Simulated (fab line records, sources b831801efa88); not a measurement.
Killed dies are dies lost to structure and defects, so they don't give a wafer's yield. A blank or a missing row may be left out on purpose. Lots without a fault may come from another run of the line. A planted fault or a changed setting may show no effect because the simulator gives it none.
Which tool did it? | flow gf180mcu | 7 lots, 21 wafers sampled, at 2 steps of a route of 602

WHAT THE GAUGES READ, wafer by wafer
GF_HV_LDD_TW_MEAS_23.
lot  | measured     | on            | HV_LDD_2_TW
L180 | day 11 17:31 | film_metro-01 | 1060 1056 1060
L183 | day 13 03:17 | film_metro-04 | 1054 1052 1054
L187 | day 14 07:19 | film_metro-02 | 1059 1056 1052
L195 | day 16 09:10 | film_metro-04 | 1059 1052 1055
L197 | day 17 06:56 | film_metro-01 | 1239 1243 1237
L199 | day 17 15:59 | film_metro-04 | 1053 1053 1052
L201 | day 18 09:23 | film_metro-01 | 1055 1055 1053

WHICH TOOL RAN EACH LOT (tool, then ch and the chambers of the sampled wafers, then the start)
lot  | GF_HV_LDD_IMPLANT_21
L180 | implanter-03 ch 0, day 11 17:17
L183 | implanter-02 ch 0, day 13 03:04
L187 | implanter-04 ch 0, day 14 07:04
L195 | implanter-02 ch 0, day 16 08:55
L197 | implanter-04 ch 0, day 17 06:43
L199 | implanter-02 ch 0, day 17 15:46
L201 | implanter-02 ch 0, day 18 09:10
- GF_HV_LDD_IMPLANT_21

THE ANSWER, worked out from the rows above alone
Rule: what is usual is taken from the lots themselves. Put in order of their means at a reading, lots are off if they are a third of the lots or fewer, leave a main group of 4 or more, and stand apart from it by a gap of 3 or more times the standard deviation of the main group's means; of several such gaps the widest counts. A main group whose means are all the same, to the digits that the tables above print for the reading, isn't used. A lot without any number at a reading at which 4 lots or more have one is off too. The other lots that the step has rows for count as sound.
Off: L197, at GF_HV_LDD_TW_MEAS_23 (HV_LDD_2_TW). The main group: mean 1055, standard deviation 1.9.
A tool fits if, at a process step before that reading, it ran every lot that is off, and no sound lot after the first of them. The gauges at GF_HV_LDD_TW_MEAS_23 are tried like those tools. One fits: implanter-04 at GF_HV_LDD_IMPLANT_21. Its last sound lot is L187 (day 14 07:04), its first lot that is off L197 (day 17 06:43): a fault that began between those two fits.

WHAT THE SIMULATOR HAD PUT IN
Process parameter drift: implanter-04, from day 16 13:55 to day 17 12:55, at GF_HV_LDD_IMPLANT_21. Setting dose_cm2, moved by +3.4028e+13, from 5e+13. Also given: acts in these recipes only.
Lots struck among those shown: L197. The rule above found the same.
